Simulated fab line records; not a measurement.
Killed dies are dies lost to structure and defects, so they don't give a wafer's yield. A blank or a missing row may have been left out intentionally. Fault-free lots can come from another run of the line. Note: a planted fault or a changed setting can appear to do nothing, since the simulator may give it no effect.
2 desks, one fault    flow sky130    what lay behind the numbers comes last; until then each desk has only its own
Where a reading is given only as a bound, like >300, the bound stands for it, and a mean or a difference that rests on one is marked > or <: the true number lies beyond.

== AT THE METROLOGY DESK ==
Lot by lot, what the gauges showed, no matter which tool ran the lot: averages of those sampled wafers that carry a number. The brackets show how far a lot's mean lies from the usual mean; more than 4 standard deviations puts the lot out of limits, marked OUT.
Columns: A = METAL1_ALCU_RS at SKY_METAL1_RS_MEAS_05, usual 0.1264 ohm/sq; B = METAL1_ALCU_THK at SKY_METAL1_THK_MEAS_06, usual 246 nm; C = cdNm at SKY_METAL1_CD_MEAS_15, usual 139.9 nm
lot   first seen here  A                         B              C
L706  day 32 02:28     0.1254                    248            141.6
L707  day 32 10:20     0.1261                    245            140.0
L713  day 34 10:19     8.6882 (+99 or more) OUT  <1 (<-70) OUT  137.4
L714  day 34 16:07     8.8052 (+99 or more) OUT  <0 (<-70) OUT  137.9
L715  day 34 22:34     8.6017 (+99 or more) OUT  <1 (<-70) OUT  138.6
L717  day 35 10:11     0.1257                    246            138.7
L718  day 37 05:49     0.1249                    250            140.5
L721  day 37 06:31     0.1242                    250            140.8
L726  day 38 10:42     0.1273                    245            141.8
L727  day 38 17:21     0.1255                    247            141.4
Per this desk, out of limits: L713, L714, L715; the first was L713, day 34 10:19 (METAL1_ALCU_RS at SKY_METAL1_RS_MEAS_05). In limits: L706, L707, L717, L718, L721, L726, L727.

== THE TOOL OWNER'S DESK: pvdSputter-04 ==
The tool's own readings at SKY_METAL1_SPUTTER_02 (material AlCu, target thk 250 nm, time 13.3 s): means of the sampled wafers that have a number, for each lot that ran on this tool. The brackets show how far a lot's mean lies from the usual mean; more than 4 standard deviations puts the lot out of limits, marked OUT.
Columns: A = cathodeDcPowerW at SKY_METAL1_SPUTTER_02, usual 10600 W; B = chamberPressurePa at SKY_METAL1_SPUTTER_02, usual 0.4000 Pa; C = throttleValvePct at SKY_METAL1_SPUTTER_02, usual 29.6 %
lot   first seen here  A      B       C
L706  day 32 02:22     10601  0.3999  29.5
L707  day 32 10:14     10601  0.3999  29.6
L717  day 35 10:06     10601  0.4004  29.3
L718  day 37 05:44     10600  0.4004  29.6
L721  day 37 06:26     10602  0.4005  29.6
Finding of this desk: none of the 5 lots has anything out of limits.

== ALL TOGETHER ==
On L713, L714, L715, the metrology desk was in a position to raise an alarm at day 34 10:19.
Nothing out of limits was seen by the tool owner's desk.
The tool owner's desk has no number on record for L713, L714, L715.
On pvdSputter-04, each named lot ran SKY_METAL1_SPUTTER_02.

== WHAT WAS PUT IN BY THE SIMULATOR ==
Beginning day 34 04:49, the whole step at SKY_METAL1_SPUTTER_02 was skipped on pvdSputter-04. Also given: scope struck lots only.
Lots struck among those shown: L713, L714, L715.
Delay in hours, fault start to first out-of-limits reading, per desk: metrology desk 6.
